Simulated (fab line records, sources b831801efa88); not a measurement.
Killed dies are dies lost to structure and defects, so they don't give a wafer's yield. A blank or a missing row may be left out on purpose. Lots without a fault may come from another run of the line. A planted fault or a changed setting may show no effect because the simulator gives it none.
fab line records | flow sky130
record lots=6 wafers=18 last_day=50
route steps=708 shown LI_CONTACT@375 LOCAL_INTERCONNECT@387 PAD_OPEN@708
lots that met no fault: from a run of the same line without faults
start_h: hours from the record's first day to the start of the lot's first wafer shown | wait_h: hours since the lot's step before | " the same as in the row above | L1.1+2: a row that stands for several wafers | - no value, or no start given | * or withheld: withheld | < > ~ a bound
route shown NAME@n: a module of which the file shows steps, and the number in the route of the first | usual: mean/standard deviation of fault-free wafers | same: alike in all rows | chamber/n: place in a boat | sites: the reading at each site | _std_site: their standard deviation | _edge_site: outer sites' mean less inner sites' | radius_mm: how far each site lies from the wafer's centre | mask NAME#n: copy n | behind: the tool/chamber that last shaped the wafer | hold: why the lot was held/for how many hours/how that ended | device: the transistor (n, p or np) that didn't switch | end of line: the same wafers' tests at the end of the route | a step without rows: its recipe alone | killed: dies lost to structure and defects at the first sort, not the wafer's yield | map: a wafer's dies, x killed, . not, _ none there
set.NAME: the setting as run; set.NAME@STEP: as run at that earlier step | model.NAME: the simulator's own value behind a step, which no gauge read
lots at some steps of the route; a table a step, a row a wafer
services: from which hour (start_h, from the record's first day; less than 0 if before it) a tool's chamber was out of use, for how many hours, and why
## steps
# step SKY_LI_CONTACT_OVL_MEAS_13
# usual LI_CONTACT_OVL=-4/5.3
# columns lot.wafer tool chamber start_h wait_h LI_CONTACT_OVL[nm]
L828.1 overlay-01 - 690.14 0.1 -10
L828.2 " - " " -9
L828.6 " - " " -5
L832.1 overlay-01 - 720.49 0.1 -4
L832.3 " - " " -5
L832.5 " - " " -3
L843.3 overlay-01 - 804.55 0.1 3
L843.5 " - " " 2
L843.6 " - " " 9
L844.1 overlay-02 - 813.74 0.1 -5
L844.3 " - " " -1
L844.6 " - " " -1
L845.2 overlay-01 - 821.19 0.1 3
L845.3 " - " " -6
L845.5 " - " " -5
L849.1 overlay-02 - 843.38 0.1 -12
L849.5 " - " " -8
L849.6 " - " " -11
# step SKY_LI_CONTACT_ETCH_14
# recipe chemistry=N2/H2 target=BARC ion_energy_ev=200 source_w=500 bias_w=100 pressure_mtorr=30 n2_flow_sccm=100 h2_flow_sccm=200 stop_on=SiO2 time_s=45.9 target_depth_a=600
# step SKY_LI_CONTACT_ETCH_15
# recipe target=PSG chemistry=C4F8/O2/Ar stop_on=Si taper_deg=4.15 mask_material=KrF-thick source_w=1500 bias_w=1200 pressure_mtorr=40 c4f8_flow_sccm=withheld O2_flow_sccm=6 Ar_flow_sccm=300 time_s=withheld target_depth_a=6000
# step SKY_LI_CONTACT_STRIP_16
# recipe chemistry=O2/N2 power_w=1400 pressure_mtorr=1500 platen_temp_c=withheld o2_flow_sccm=3000 n2_flow_sccm=300 overash_fraction=0.5
# usual drypump_motor_current_A=5.5/0.3 o2_flow_sccm=3002/8.9 oes_product_au=0.376/0.0045 strip_time_to_endpoint_s=3.497/0.025
# columns lot.wafer tool chamber start_h wait_h drypump_motor_current_A o2_flow_sccm oes_product_au rf_hours_counter_h strip_time_to_endpoint_s
L828.1 plasma_asher-04 0 690.30 - 5.1 3010 0.379 76 3.492
L828.2 " 1 " " 5.2 2989 0.379 76 3.480
L828.6 " 1 " " 5.2 2996 0.379 - 3.504
L832.1 plasma_asher-04 1 720.65 - 5.3 3019 0.372 79 3.460
L832.3 " 0 " " 5.1 3021 0.367 - 3.473
L832.5 " 0 " " 5.2 3003 0.378 - 3.441
L843.3 plasma_asher-04 1 804.74 - 5.3 3003 0.374 - 3.482
L843.5 " 1 " " 5.2 2992 0.374 - 3.485
L843.6 " 0 " " 5.2 3022 0.379 - 3.478
L844.1 plasma_asher-02 0 813.90 - 5.5 3000 0.370 70 3.486
L844.3 " 1 " " 5.7 3016 0.371 - 3.484
L844.6 " 0 " " 5.6 2999 0.371 - 3.505
L845.2 plasma_asher-03 1 821.35 - 5.8 3006 0.367 8 3.484
L845.3 " 0 " " 6.0 3012 0.376 - 3.452
L845.5 " 1 " " 5.9 3008 0.372 - 3.471
L849.1 plasma_asher-03 0 843.55 - 6.0 3022 0.378 10 3.468
L849.5 " 1 " " 5.9 2994 0.380 - 3.521
L849.6 " 0 " " 6.0 2998 0.371 - 3.499
# step SKY_LI_CONTACT_CLEAN_17
# recipe chemistry=NMP time_s=600 temp_c=60 dry=n2_spin
# step SKY_LI_CONTACT_PRE_CLEAN_18
# recipe gas=Ar time_s=5.6 bias_v=358
# step SKY_LI_CONTACT_SPUTTER_19
# recipe material=Ti target_thk_nm=20 chamber_pressure_pa=5 power_w=2500 substrate_temp_c=200 time_s=106.37
# step SKY_LI_CONTACT_SPUTTER_20
# recipe material=TiN target_thk_nm=20 chamber_pressure_pa=5 power_w=4000 time_s=80
# usual throttle_valve_pct=30.3/1.1
# columns lot.wafer tool chamber start_h wait_h throttle_valve_pct
L828.1 pvd_sputter-01 - 690.85 0.0 29.7
L828.2 " - " " 28.9
L828.6 " - " " 30.4
L832.1 pvd_sputter-01 - 721.02 0.0 30.3
L832.3 " - " " 29.6
L832.5 " - " " 31.3
L843.3 pvd_sputter-04 - 805.07 0.0 29.6
L843.5 " - " " 30.7
L843.6 " - " " 29.7
L844.1 pvd_sputter-01 - 814.27 0.0 29.7
L844.3 " - " " 28.7
L844.6 " - " " 28.8
L845.2 pvd_sputter-01 - 821.72 0.0 30.6
L845.3 " - " " 29.8
L845.5 " - " " 30.3
L849.1 pvd_sputter-01 - 843.92 0.0 28.9
L849.5 " - " " 28.9
L849.6 " - " " 30.5
# step SKY_LI_CONTACT_CVD_21
# recipe material=W target_thk_nm=400 time_s=120.56 temp_c=400 pressure_torr=40
# usual chamber_pressure_Torr=40.00/0.095 heater_power_w=894/87
# columns lot.wafer tool chamber start_h wait_h chamber_pressure_Torr heater_power_w since_wet_clean_h
L828.1 cvd_w-01 0 690.91 0.0 39.91 838 287
L828.2 " 1 " " 40.02 1012 287
L828.6 " 1 " " 40.01 998 -
L832.1 cvd_w-02 1 721.08 0.0 40.00 897 817
L832.3 " 1 " " 39.97 882 -
L832.5 " 1 " " 39.93 897 -
L843.3 cvd_w-01 0 805.18 0.1 40.08 812 -
L843.5 " 0 " " 39.90 842 -
L843.6 " 1 " " 40.11 993 -
L844.1 cvd_w-01 0 814.34 0.0 40.13 817 410
L844.3 " 1 " " 40.10 1044 -
L844.6 " 1 " " 39.92 1036 -
L845.2 cvd_w-02 1 821.78 0.0 40.00 881 918
L845.3 " 1 " " 39.87 891 -
L845.5 " 1 " " 39.87 874 -
L849.1 cvd_w-01 0 843.98 0.0 39.92 809 440
L849.5 " 1 " " 39.92 1022 -
L849.6 " 0 " " 40.07 850 -
# step SKY_LI_CONTACT_RS_MEAS_22
# recipe thk_meas_gauge=four-point-probe reads=W_of_LI_CONTACT_CVD_21+TiN_of_LI_CONTACT_SPUTTER_20+Ti_of_LI_CONTACT_SPUTTER_19
# usual LI_CONTACT_W_RS=0.2840/0.0026
# columns lot.wafer tool chamber start_h wait_h LI_CONTACT_W_RS[ohm/sq]
L828.1 film_metro-03 - 691.03 0.1 0.2866
L828.2 " - " " 0.2823
L828.6 " - " " 0.2819
L832.1 film_metro-02 - 721.21 0.1 0.2848
L832.3 " - " " 0.2834
L832.5 " - " " 0.2824
L843.3 film_metro-03 - 805.30 0.1 0.2835
L843.5 " - " " 0.2806
L843.6 " - " " 0.2839
L844.1 film_metro-02 - 814.46 0.1 0.2778
L844.3 " - " " 0.2794
L844.6 " - " " 0.2828
L845.2 film_metro-01 - 821.93 0.1 0.2841
L845.3 " - " " 0.2851
L845.5 " - " " 0.2810
L849.1 film_metro-01 - 844.10 0.1 0.2845
L849.5 " - " " 0.2881
L849.6 " - " " 0.2836
# step SKY_LI_CONTACT_THK_MEAS_23
# recipe thk_meas_gauge=xrf reads=W_of_LI_CONTACT_CVD_21
# usual LI_CONTACT_W_THK=384/8.5
# columns lot.wafer tool chamber start_h wait_h LI_CONTACT_W_THK[nm]
L828.1 film_metro-03 - 691.15 0.1 376
L828.2 " - " " 385
L828.6 " - " " 385
L832.1 film_metro-02 - 721.33 0.1 377
L832.3 " - " " 380
L832.5 " - " " 379
L843.3 film_metro-03 - 805.40 0.1 384
L843.5 " - " " 389
L843.6 " - " " 381
L844.1 film_metro-02 - 814.58 0.1 385
L844.3 " - " " 385
L844.6 " - " " 382
L845.2 film_metro-01 - 822.04 0.1 389
L845.3 " - " " 389
L845.5 " - " " 397
L849.1 film_metro-01 - 844.22 0.1 392
L849.5 " - " " 385
L849.6 " - " " 391
# step SKY_LI_CONTACT_CMP_24
# recipe stop_on=PSG t_overpolish_s=20 down_force_psi=3.5 platen_rpm=60 target_thk_nm=0 pad_velocity_m_s=0.94248
# step SKY_LOCAL_INTERCONNECT_SPUTTER_00
# recipe material=TiN target_thk_nm=100 temp_c=300 power_w=6500 time_s=83.3 chamber_pressure_pa=0.4
# usual throttle_valve_pct=30.5/0.89
# columns lot.wafer tool chamber start_h wait_h throttle_valve_pct model.TiN_of_LOCAL_INTERCONNECT_SPUTTER_00.thk_nm
L828.1 pvd_sputter-04 - 691.51 0.2 30.3 100
L828.2 " - " " 29.4 101.1
L828.6 " - " " 29.5 101.1
L832.1 pvd_sputter-02 - 721.69 0.2 31.1 99.25
L832.3 " - " " 30.4 100.5
L832.5 " - " " 30.5 99.71
L843.3 pvd_sputter-02 - 805.74 0.2 30.8 100.3
L843.5 " - " " 31.1 90.3
L843.6 " - " " 30.2 91.48
L844.1 pvd_sputter-03 - 814.94 0.2 32.1 99.34
L844.3 " - " " 30.2 98.14
L844.6 " - " " 31.9 99.8
L845.2 pvd_sputter-02 - 822.39 0.2 30.2 102
L845.3 " - " " 30.4 101.8
L845.5 " - " " 30.2 92.3
L849.1 pvd_sputter-03 - 844.58 0.2 31.7 99.04
L849.5 " - " " 28.8 99.18
L849.6 " - " " 32.0 98.83
# step SKY_LOCAL_INTERCONNECT_RS_MEAS_01
# recipe thk_meas_gauge=four-point-probe reads=TiN_of_LOCAL_INTERCONNECT_SPUTTER_00
# usual LOCAL_INTERCONNECT_TIN_RS=14.10/0.17
# columns lot.wafer tool chamber start_h wait_h LOCAL_INTERCONNECT_TIN_RS[ohm/sq]
L828.1 film_metro-03 - 691.58 0.0 14.17
L828.2 " - " " 14.02
L828.6 " - " " 14.03
L832.1 film_metro-03 - 721.75 0.0 14.28
L832.3 " - " " 14.11
L832.5 " - " " 14.21
L843.3 film_metro-01 - 805.84 0.1 14.10
L843.5 " - " " 15.77
L843.6 " - " " 15.54
L844.1 film_metro-04 - 815.00 0.0 14.24
L844.3 " - " " 14.44
L844.6 " - " " 14.20
L845.2 film_metro-04 - 822.47 0.1 13.88
L845.3 " - " " 13.91
L845.5 " - " " 15.39
L849.1 film_metro-03 - 844.65 0.0 14.31
L849.5 " - " " 14.29
L849.6 " - " " 14.37
# step SKY_LOCAL_INTERCONNECT_THK_MEAS_02
# recipe thk_meas_gauge=xrf reads=TiN_of_LOCAL_INTERCONNECT_SPUTTER_00
# usual LOCAL_INTERCONNECT_TIN_THK=100.2/1.2
# columns lot.wafer tool chamber start_h wait_h LOCAL_INTERCONNECT_TIN_THK[nm]
L828.1 film_metro-03 - 691.70 0.1 99.8
L828.2 " - " " 100.4
L828.6 " - " " 100.6
L832.1 film_metro-03 - 721.87 0.1 98.8
L832.3 " - " " 100.0
L832.5 " - " " 99.2
L843.3 film_metro-01 - 805.94 0.1 100.8
L843.5 " - " " 90.6
L843.6 " - " " 91.9
L844.1 film_metro-04 - 815.12 0.1 98.7
L844.3 " - " " 98.1
L844.6 " - " " 99.6
L845.2 film_metro-04 - 822.58 0.1 101.1
L845.3 " - " " 100.9
L845.5 " - " " 92.0
L849.1 film_metro-03 - 844.77 0.1 98.3
L849.5 " - " " 98.7
L849.6 " - " " 98.7
# step SKY_LOCAL_INTERCONNECT_DEHYDRATE_03
# recipe temp_c=200 time_s=60
# step SKY_LOCAL_INTERCONNECT_HMDS_04
# recipe prime_time_s=60 prime_temp_c=120
# step SKY_LOCAL_INTERCONNECT_COAT_05
# recipe resist=BARC temp_c=withheld time_s=withheld spin_rpm=3000 resist_thk_nm=60
# step SKY_LOCAL_INTERCONNECT_COAT_06
# recipe resist=KrF-thick spin_rpm=3000 resist_thk_nm=450
# step SKY_LOCAL_INTERCONNECT_SOFTBAKE_07
# recipe temp_c=100 time_s=90 resist=KrF-thick
# step SKY_LOCAL_INTERCONNECT_EXPOSE_08
# recipe mask_id=LI1M na=0.8 source_shape=annular sigma_inner=0.55 sigma_outer=0.85 target_cd_nm=170 dose_mj=28
# step SKY_LOCAL_INTERCONNECT_PEB_09
# recipe peb_temp_c=withheld peb_time_s=withheld resist=KrF-thick
# step SKY_LOCAL_INTERCONNECT_DEVELOP_10
# recipe develop_time_s=60 resist=KrF-thick dev_temp_c=21
# step SKY_LOCAL_INTERCONNECT_CD_MEAS_11
# recipe target_cd_nm=170
# usual cd_nm=169.6/1.3
# columns lot.wafer tool chamber start_h wait_h cd_nm
L828.1 cd_sem-01 - 718.82 - 168.4
L828.2 " - " " 168.9
L828.6 " - " " 166.3
L832.1 cd_sem-02 - 749.92 - 170.5
L832.3 " - " " 170.5
L832.5 " - " " 170.9
L843.3 cd_sem-01 - 832.69 - 171.2
L843.5 " - " " 170.6
L843.6 " - " " 169.8
L844.1 cd_sem-02 - 841.12 - 168.5
L844.3 " - " " 169.0
L844.6 " - " " 170.2
L845.2 cd_sem-01 - 849.17 - 170.3
L845.3 " - " " 170.6
L845.5 " - " " 170.4
L849.1 cd_sem-02 - 870.65 - 169.4
L849.5 " - " " 168.3
L849.6 " - " " 168.1
# step SKY_LOCAL_INTERCONNECT_OVL_MEAS_12
# usual LOCAL_INTERCONNECT_OVL=1/5.3
# columns lot.wafer tool chamber start_h wait_h LOCAL_INTERCONNECT_OVL[nm]
L828.1 overlay-01 - 718.94 0.1 -2
L828.2 " - " " -6
L828.6 " - " " -2
L832.1 overlay-02 - 750.04 0.1 7
L832.3 " - " " 4
L832.5 " - " " 6
L843.3 overlay-02 - 832.78 0.1 0
L843.5 " - " " -4
L843.6 " - " " -2
L844.1 overlay-01 - 841.24 0.1 -7
L844.3 " - " " 1
L844.6 " - " " -10
L845.2 overlay-01 - 849.27 0.1 4
L845.3 " - " " 2
L845.5 " - " " -2
L849.1 overlay-02 - 870.77 0.1 -1
L849.5 " - " " -3
L849.6 " - " " 8
# step SKY_LOCAL_INTERCONNECT_ETCH_13
# recipe chemistry=N2/H2 target=BARC ion_energy_ev=200 bias_w=100 pressure_mtorr=30 n2_flow_sccm=100 h2_flow_sccm=200 icp_w=500 stop_on=SiO2 time_s=45.9 target_depth_a=600
# usual drypump_motor_current_A=5.9/0.42 oes_product_au=0.855/0.0047 throttle_valve_pct=13.224/0.0091
# columns lot.wafer tool chamber start_h wait_h drypump_motor_current_A oes_product_au rf_hours_counter_h throttle_valve_pct
L828.1 rie_metal-02 1 718.97 0.0 6.3 0.855 2 13.247
L828.2 " 0 " " 5.8 0.854 8 13.230
L828.6 " 1 " " 6.2 0.851 - 13.203
L832.1 rie_metal-02 1 750.07 0.0 6.3 0.856 3 13.207
L832.3 " 1 " " 6.2 0.851 - 13.225
L832.5 " 1 " " 6.3 0.857 - 13.229
L843.3 rie_metal-01 1 832.83 0.0 5.1 0.857 - 13.219
L843.5 " 1 " " 5.1 0.867 - 13.232
L843.6 " 0 " " 6.2 0.860 - 13.244
L844.1 rie_metal-02 1 841.28 0.0 6.3 0.858 7 13.221
L844.3 " 0 " " 5.8 0.855 - 13.217
L844.6 " 1 " " 6.3 0.852 - 13.222
L845.2 rie_metal-01 0 849.30 0.0 6.2 0.856 14 13.216
L845.3 " 0 " " 6.2 0.853 - 13.245
L845.5 " 0 " " 6.2 0.855 - 13.228
L849.1 rie_metal-04 1 870.80 0.0 5.5 0.853 0 13.221
L849.5 " 0 " " 6.4 0.848 - 13.227
L849.6 " 1 " " 5.5 0.855 - 13.229
# step SKY_LOCAL_INTERCONNECT_METAL_ETCH_14
# recipe target_depth_nm=110 stop_on=PSG chemistry=Cl2/BCl3 target=TiN resist_sidewall_deg=88 pressure_mtorr=10 icp_w=900 bias_w=48.5 Cl2_flow_sccm=60 bcl3_flow_sccm=30 time_s=31.4
# usual drypump_motor_current_A=5.9/0.42 oes_product_au=0.944/0.0086 throttle_valve_pct=21.898/0.0088
# columns lot.wafer tool chamber start_h wait_h drypump_motor_current_A oes_product_au rf_hours_counter_h throttle_valve_pct
L828.1 rie_metal-02 1 719.04 0.0 6.3 0.944 3 21.901
L828.2 " 0 " " 5.8 0.946 8 21.899
L828.6 " 1 " " 6.2 0.953 - 21.906
L832.1 rie_metal-02 1 750.14 0.0 6.2 0.931 3 21.893
L832.3 " 1 " " 6.2 0.949 - 21.896
L832.5 " 1 " " 6.2 0.945 - 21.906
L843.3 rie_metal-01 1 832.88 0.0 5.1 0.940 - 21.886
L843.5 " 1 " " 5.1 0.886 - 21.934
L843.6 " 0 " " 6.2 0.895 - 21.922
L844.1 rie_metal-02 1 841.34 0.0 6.3 0.947 7 21.898
L844.3 " 0 " " 5.8 0.926 - 21.909
L844.6 " 1 " " 6.3 0.949 - 21.894
L845.2 rie_metal-01 0 849.37 0.0 6.2 0.956 14 21.890
L845.3 " 0 " " 6.2 0.952 - 21.901
L845.5 " 0 " " 6.2 0.903 - 21.925
L849.1 rie_metal-04 1 870.87 0.0 5.5 0.937 0 21.915
L849.5 " 0 " " 6.4 0.933 - 21.895
L849.6 " 1 " " 5.5 0.938 - 21.913
# step SKY_LOCAL_INTERCONNECT_STRIP_15
# recipe chemistry=O2/N2 power_w=1400 pressure_mtorr=1500 platen_temp_c=withheld o2_flow_sccm=3000 n2_flow_sccm=300 overash_fraction=0.5
# usual drypump_motor_current_A=5.6/0.37 o2_flow_sccm=2999/9.1 oes_product_au=0.427/0.0049 strip_time_to_endpoint_s=4.722/0.016
# columns lot.wafer tool chamber start_h wait_h drypump_motor_current_A o2_flow_sccm oes_product_au rf_hours_counter_h strip_time_to_endpoint_s
L828.1 plasma_asher-02 0 719.09 0.0 5.6 2982 0.428 60 4.692
L828.2 " 1 " " 5.8 2982 0.429 60 4.720
L828.6 " 1 " " 5.8 3008 0.427 - 4.710
L832.1 plasma_asher-02 1 750.19 0.0 5.7 3002 0.432 63 4.690
L832.3 " 1 " " 5.8 2992 0.422 - 4.757
L832.5 " 1 " " 5.8 3002 0.432 - 4.722
L843.3 plasma_asher-03 1 832.95 0.1 5.9 2984 0.426 - 4.674
L843.5 " 1 " " 5.9 2997 0.429 - 4.725
L843.6 " 0 " " 6.0 3017 0.420 - 4.699
L844.1 plasma_asher-02 0 841.39 0.0 5.6 2999 0.422 73 4.716
L844.3 " 0 " " 5.6 2992 0.429 - 4.699
L844.6 " 1 " " 5.7 2990 0.419 - 4.716
L845.2 plasma_asher-01 1 849.42 0.0 5.4 3012 0.432 45 4.726
L845.3 " 1 " " 5.4 3003 0.426 - 4.713
L845.5 " 1 " " 5.4 3011 0.428 - 4.728
L849.1 plasma_asher-01 0 870.92 0.0 4.8 3005 0.430 49 4.735
L849.5 " 0 " " 4.8 2996 0.417 - 4.734
L849.6 " 1 " " 5.4 3007 0.422 - 4.711
# step SKY_LOCAL_INTERCONNECT_STRIP_16
# recipe chemistry=post_etch_residue_remover time_s=1200 temp_c=72.5
# columns lot.wafer tool chamber start_h wait_h model.TiN_of_LOCAL_INTERCONNECT_SPUTTER_00.thk_nm
L828.1 wet_bench-01 2 719.19 0.1 99.61
L828.2+6 " 2 " " 100.7
L832.1 wet_bench-02 0 750.29 0.1 98.83
L832.3 " 0 " " 100.1
L832.5 " 0 " " 99.29
L843.3 wet_bench-02 1 833.02 0.0 99.9
L843.5 " 1 " " 89.88
L843.6 " 1 " " 91.06
L844.1 wet_bench-01 1 841.49 0.1 98.92
L844.3 " 1 " " 97.71
L844.6 " 1 " " 99.38
L845.2 wet_bench-02 2 849.52 0.1 101.5
L845.3 " 2 " " 101.4
L845.5 " 2 " " 91.87
L849.1 wet_bench-04 0 871.02 0.1 98.62
L849.5 " 0 " " 98.76
L849.6 " 0 " " 98.41
# step SKY_LOCAL_INTERCONNECT_CLEAN_17
# recipe chemistry=IPA time_s=180 temp_c=25
# step SKY_PAD_OPEN_PROBE_99
# usual killed_at_M0_to_M3=44/6.8 killed_at_M4_up=3.4/2 killed_at_contacts=24/5.2 killed_at_front_end=15/5.2 killed_at_other=0.2/0.46 killed_dies=87/9.8 killed_open=47/7.5 killed_short=39/6.8
# same gross_dies=492 killed_at_back_side=0
# columns lot.wafer tool chamber start_h wait_h killed_at_M0_to_M3 killed_at_M4_up killed_at_contacts killed_at_front_end killed_at_other killed_dies killed_open killed_short model.etest.res_li.line_ohm_um model.etest.res_li.rs_ohm_sq
L828.1 prober-01 - 1087.90 0.1 41 12 28 15 0 96 37 59 76.31 12.89
L828.2 prober-01 - 1087.95 0.1 43 3 26 17 0 89 51 38 75.28 12.75
L828.6 prober-01 - 1088.15 0.2 45 3 23 23 0 94 54 40 76.08 12.78
L832.1 prober-01 - 1107.22 0.1 49 4 17 17 0 87 47 40 76.16 12.96
L832.3 prober-01 - 1107.32 0.2 37 5 32 19 0 93 59 34 74.55 12.77
L832.5 prober-01 - 1107.42 0.2 47 4 19 17 0 87 42 45 73.9 12.8
L843.3 prober-02 - 1165.97 0.2 41 7 12 6 1 67 32 35 74.7 12.84
L843.5 prober-02 - 1166.07 0.2 45 2 24 10 0 81 41 40 82.45 14.2
L843.6 prober-02 - 1166.12 0.2 43 2 18 7 0 70 33 37 83.15 14.02
L844.1 prober-01 - 1172.92 0.1 48 2 17 8 0 75 38 37 76.73 12.95
L844.3 prober-01 - 1173.02 0.2 31 2 24 14 0 71 41 30 77.05 13.03
L844.6 prober-01 - 1173.17 0.2 48 2 20 17 0 87 52 35 75.5 12.82
L845.2 prober-02 - 1178.40 0.1 50 0 30 16 0 96 57 39 73.77 12.69
L845.3 prober-02 - 1178.45 0.2 49 3 25 19 0 96 58 38 73.27 12.65
L845.5 prober-02 - 1178.55 0.2 49 4 21 24 1 99 54 45 81.17 13.98
L849.1 prober-02 - 1192.20 0.1 45 2 18 19 0 84 56 28 76.15 13.02
L849.5 prober-02 - 1192.40 0.2 55 4 21 6 0 86 47 39 76.25 12.94
L849.6 prober-02 - 1192.45 0.2 41 4 21 16 1 83 49 34 77.29 13.07
# killed by level:class
L828.1 LI_CONTACT:geometric_particle:open=8 FIELD_ISO:geometric_particle:short=7 METAL2:geometric_particle:short=7 METAL1:geometric_particle:short=7 METAL4:geometric_particle:short=7 CONTACT:geometric_particle:open=6 CONTACT:geometric_particle:short=5 VIA1:geometric_particle:open=5
L828.2 CONTACT:geometric_particle:open=12 VIA1:geometric_particle:open=12 FIELD_ISO:geometric_particle:short=6 LI_CONTACT:geometric_particle:open=6 POLY_GATE:geometric_particle:open=5 CONTACT:geometric_particle:short=5 VIA1:geometric_particle:short=5 METAL2:geometric_particle:short=5
L828.6 VIA1:geometric_particle:open=12 CONTACT:geometric_particle:open=10 FIELD_ISO:geometric_particle:open=8 METAL2:geometric_particle:short=6 METAL3:geometric_particle:short=6 FIELD_ISO:geometric_particle:short=5 LOCAL_INTERCONNECT:geometric_particle:short=5 POLY_GATE:geometric_particle:open=4
L832.1 VIA3:geometric_particle:open=9 CONTACT:geometric_particle:open=8 VIA1:geometric_particle:open=7 FIELD_ISO:geometric_particle:open=6 VIA3:geometric_particle:short=6 POLY_GATE:geometric_particle:open=5 VIA1:geometric_particle:short=5 METAL3:geometric_particle:short=5
L832.3 CONTACT:geometric_particle:open=17 VIA1:geometric_particle:open=12 FIELD_ISO:geometric_particle:open=7 METAL1:geometric_particle:short=6 VIA1:geometric_particle:short=6 LI_CONTACT:geometric_particle:open=5 METAL2:geometric_particle:open=4 FIELD_ISO:geometric_particle:short=3
L832.5 VIA1:geometric_particle:open=10 VIA2:geometric_particle:open=8 VIA1:geometric_particle:short=7 METAL1:geometric_particle:short=6 CONTACT:geometric_particle:open=5 POLY_GATE:geometric_particle:short=5 LI_CONTACT:geometric_particle:open=4 LI_CONTACT:geometric_particle:short=4
L843.3 VIA1:geometric_particle:open=11 VIA1:geometric_particle:short=10 VIA3:geometric_particle:open=5 CONTACT:geometric_particle:short=4 LI_CONTACT:geometric_particle:open=4 METAL1:geometric_particle:short=4 VIA2:geometric_particle:open=4 METAL4:geometric_particle:short=4
L843.5 CONTACT:geometric_particle:open=12 VIA1:geometric_particle:short=9 VIA1:geometric_particle:open=8 METAL1:geometric_particle:short=7 METAL2:geometric_particle:short=6 VIA3:geometric_particle:open=6 FIELD_ISO:geometric_particle:short=3 LI_CONTACT:geometric_particle:open=3
L843.6 CONTACT:geometric_particle:open=9 VIA1:geometric_particle:short=8 VIA1:geometric_particle:open=8 METAL1:geometric_particle:short=7 VIA3:geometric_particle:open=5 VIA2:geometric_particle:short=4 METAL3:geometric_particle:short=4 LI_CONTACT:geometric_particle:open=3
L844.1 VIA1:geometric_particle:open=10 VIA1:geometric_particle:short=7 VIA2:geometric_particle:short=7 LI_CONTACT:geometric_particle:open=5 LOCAL_INTERCONNECT:geometric_particle:short=5 METAL1:geometric_particle:short=5 CONTACT:geometric_particle:open=4 VIA2:geometric_particle:open=4
L844.3 LI_CONTACT:geometric_particle:open=10 CONTACT:geometric_particle:open=8 VIA1:geometric_particle:open=7 METAL3:geometric_particle:short=6 VIA2:geometric_particle:open=4 FIELD_ISO:geometric_particle:open=3 SONOS_ONO:geometric_particle:short=3 POLY_GATE:geometric_particle:open=3
L844.6 VIA1:geometric_particle:open=10 VIA3:geometric_particle:open=9 CONTACT:geometric_particle:open=8 FIELD_ISO:geometric_particle:open=6 FIELD_ISO:geometric_particle:short=6 LI_CONTACT:geometric_particle:open=5 VIA2:geometric_particle:open=5 METAL2:geometric_particle:short=5
L845.2 VIA1:geometric_particle:open=11 CONTACT:geometric_particle:open=9 VIA2:geometric_particle:open=9 LI_CONTACT:geometric_particle:open=8 METAL2:geometric_particle:short=7 FIELD_ISO:geometric_particle:open=6 VIA3:geometric_particle:open=6 LOCAL_INTERCONNECT:geometric_particle:short=5
L845.3 VIA1:geometric_particle:open=14 VIA3:geometric_particle:open=10 POLY_GATE:geometric_particle:open=8 CONTACT:geometric_particle:open=8 LOCAL_INTERCONNECT:geometric_particle:short=7 METAL2:geometric_particle:short=7 FIELD_ISO:geometric_particle:short=4 LI_CONTACT:geometric_particle:open=4
L845.5 VIA3:geometric_particle:open=10 FIELD_ISO:geometric_particle:open=9 VIA1:geometric_particle:open=9 VIA2:geometric_particle:open=7 FIELD_ISO:geometric_particle:short=6 LI_CONTACT:geometric_particle:open=6 METAL1:geometric_particle:short=6 VIA1:geometric_particle:short=6
L849.1 VIA1:geometric_particle:open=16 VIA2:geometric_particle:open=10 CONTACT:geometric_particle:open=6 LI_CONTACT:geometric_particle:open=5 FIELD_ISO:geometric_particle:short=4 FIELD_ISO:geometric_particle:open=4 CONTACT:geometric_particle:short=4 VIA3:geometric_particle:open=4
L849.5 VIA1:geometric_particle:open=16 VIA1:geometric_particle:short=8 LI_CONTACT:geometric_particle:open=7 VIA2:geometric_particle:open=6 CONTACT:geometric_particle:short=5 METAL2:geometric_particle:short=5 VIA3:geometric_particle:open=5 VIA3:geometric_particle:short=4
L849.6 VIA1:geometric_particle:open=17 CONTACT:geometric_particle:open=8 FIELD_ISO:geometric_particle:open=6 VIA2:geometric_particle:open=6 LI_CONTACT:geometric_particle:open=5 METAL1:geometric_particle:short=5 FIELD_ISO:geometric_particle:short=4 VIA3:geometric_particle:open=4
## services
# columns tool chamber start_h hours kind
pvd_sputter-03 - 668.17 1.6 repair
rie_metal-02 0 668.19 2.6 repair
cvd_w-01 1 674.14 14.2 repair
plasma_asher-02 - 683.55 4.7 repair
pvd_sputter-02 - 683.85 4.2 repair
plasma_asher-02 - 685.46 1.5 repair
cvd_w-02 1 693.30 3.2 repair
rie_metal-04 - 703.38 2.8 pm
rie_metal-02 - 720.26 2.8 pm
plasma_asher-04 - 723.89 4.9 repair
plasma_asher-03 - 733.75 9.0 pm
plasma_asher-04 - 744.11 8.0 repair
pvd_sputter-04 - 751.40 5.8 repair
pvd_sputter-04 - 756.80 3.5 repair
plasma_asher-04 - 770.23 3.6 repair
wet_bench-02 - 799.87 1.6 repair
pvd_sputter-01 - 804.35 1.4 repair
pvd_sputter-01 - 822.77 1.2 repair
plasma_asher-04 - 839.73 28.1 pm
plasma_asher-02 - 845.74 2.0 repair
plasma_asher-02 - 856.67 1.9 repair
rie_metal-02 1 857.43 2.4 repair
plasma_asher-02 - 859.21 14.6 pm
rie_metal-02 0 862.28 19.8 repair
## key
first_sign step=SKY_LOCAL_INTERCONNECT_RS_MEAS_01 reading=LOCAL_INTERCONNECT_TIN_RS direction=up sigmas=8.7 usual=14.10 struck=15.57
effect step=SKY_LOCAL_INTERCONNECT_THK_MEAS_02 reading=LOCAL_INTERCONNECT_TIN_THK direction=down sigmas=7.3 usual=100.2 struck=91.5
effect step=SKY_LOCAL_INTERCONNECT_METAL_ETCH_14 reading=oes_product_au direction=down sigmas=5.8 usual=0.944 struck=0.894
model_effect step=SKY_LOCAL_INTERCONNECT_SPUTTER_00 value=TiN_of_LOCAL_INTERCONNECT_SPUTTER_00.thk_nm without=100.4 struck=91.36
model_effect step=SKY_LOCAL_INTERCONNECT_STRIP_16 value=TiN_of_LOCAL_INTERCONNECT_SPUTTER_00.thk_nm without=99.93 struck=90.94
model_effect step=SKY_PAD_OPEN_PROBE_99 value=etest.res_li.line_ohm_um without=74.85 struck=82.26
met_at SKY_LOCAL_INTERCONNECT_SPUTTER_00
struck_wafers L843.5,L843.6,L845.5
tester_left_out L843,L845
onset_between 721.69 805.74
fault kind=process_parameter_drift tool=pvd_sputter-02 chamber=- onset_h=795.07 steps=SKY_LOCAL_INTERCONNECT_SPUTTER_00 channel=time_s offset=* shape=step end_h=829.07 scope=struck_wafers_only acts_in=* stated=*
# tester_left_out: of these lots the tester's yield and bins aren't shown, on N5 and GAA mostly nor the transistor test; their killed dies are dies lost to structure and defects alone, not to doping, threshold or leakage, so they don't give the yield
